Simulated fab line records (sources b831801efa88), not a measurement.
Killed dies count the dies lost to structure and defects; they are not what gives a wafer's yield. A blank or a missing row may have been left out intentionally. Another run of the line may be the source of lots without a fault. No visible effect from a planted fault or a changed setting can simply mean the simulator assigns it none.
Matching of chambers    flow sky130    SKY_CONTACT_CMP_04 on cmp-02: 4 sister chambers
The step polishes SiO2. 22 wafers are shown with their chamber, then 11 later ones without.

## WAFERS PAIRED WITH THEIR CHAMBERS
wafer   chamber  motorCurrentA (A)  timeToEndpointS (s)  edgeZonePressureFrac
L075.4  3        10.5               81                   0.993
L075.5  0        13.7               81                   0.995
L075.6  1        11.0               85                   0.998
L077.3  0        14.7               79                   0.996
L077.5  3        10.7               80                   1.001
L077.6  0        13.9               81                   0.999
L080.1  2        10.1               84                   1.002
L080.3  1        10.1               85                   0.997
L080.5  2        10.5               83                   1.005
L082.3  0        14.5               80                   0.994
L082.4  2        9.8                91                   1.000
L082.6  1        10.3               88                   1.008
L084.1  2        9.7                83                   1.009
L084.3  3        10.8               83                   1.002
L084.6  2        9.8                84                   0.996
L085.1  0        14.0               79                   1.002
L085.5  2        10.8               81                   1.004
L085.6  3        10.9               76                   1.002
L086.1  2        9.6                86                   1.003
L086.3  3        11.0               85                   0.992
L086.4  1        10.7               86                   1.003
L088.1  3        10.9               81                   1.005

SIGNATURES (means of the wafers above)
reading               chamber 0  chamber 1  chamber 2  chamber 3  scatter within a chamber
motorCurrentA         14.160     10.525     10.043     10.800     0.378
timeToEndpointS       80.00      86.00      84.57      81.00      2.56
edgeZonePressureFrac  0.99720    1.00150    1.00271    0.99917    0.00448
Rule: distance of a wafer from a chamber = root of the sum over the readings of ((wafer's reading minus chamber's mean) / reading's scatter) squared. If the next closest chamber is less than 2 further off than the closest, the wafer can't be placed; otherwise it belongs to the closest. The scatter: the root of (the sum of the squares of (reading less its chamber's mean) over the shown wafers, divided by (wafers less chambers)).

## WAFERS WITH NO CHAMBER GIVEN
wafer   motorCurrentA (A)  timeToEndpointS (s)  edgeZonePressureFrac
L088.3  10.5               83                   1.001
L088.4  9.7                80                   0.997
L092.1  11.4               83                   0.994
L092.3  10.0               78                   1.004
L092.5  10.2               77                   1.009
L094.3  13.6               77                   0.994
L094.5  13.8               74                   0.996
L094.6  10.6               78                   0.998
L095.2  10.7               79                   0.997
L095.4  14.2               79                   1.001
L095.6  14.5               72                   0.988

## CHAMBER TAKEN BY EACH
wafer   from the rows above           in truth
L088.3  can't be placed: 1 or 3 or 2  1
L088.4  can't be placed: 2 or 3 or 1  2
L092.1  can't be placed: 3 or 1       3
L092.3  can't be placed: 2 or 3 or 1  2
L092.5  can't be placed: 3 or 2 or 1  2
L094.3  0                             0
L094.5  0                             0
L094.6  can't be placed: 3 or 2 or 1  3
L095.2  can't be placed: 3 or 1       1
L095.4  0                             0
L095.6  0                             0
Correctly placed: 4 of 11. Unplaceable from these rows: 7, with the true chamber sitting among the candidates in 7. Wrongly placed: 0.
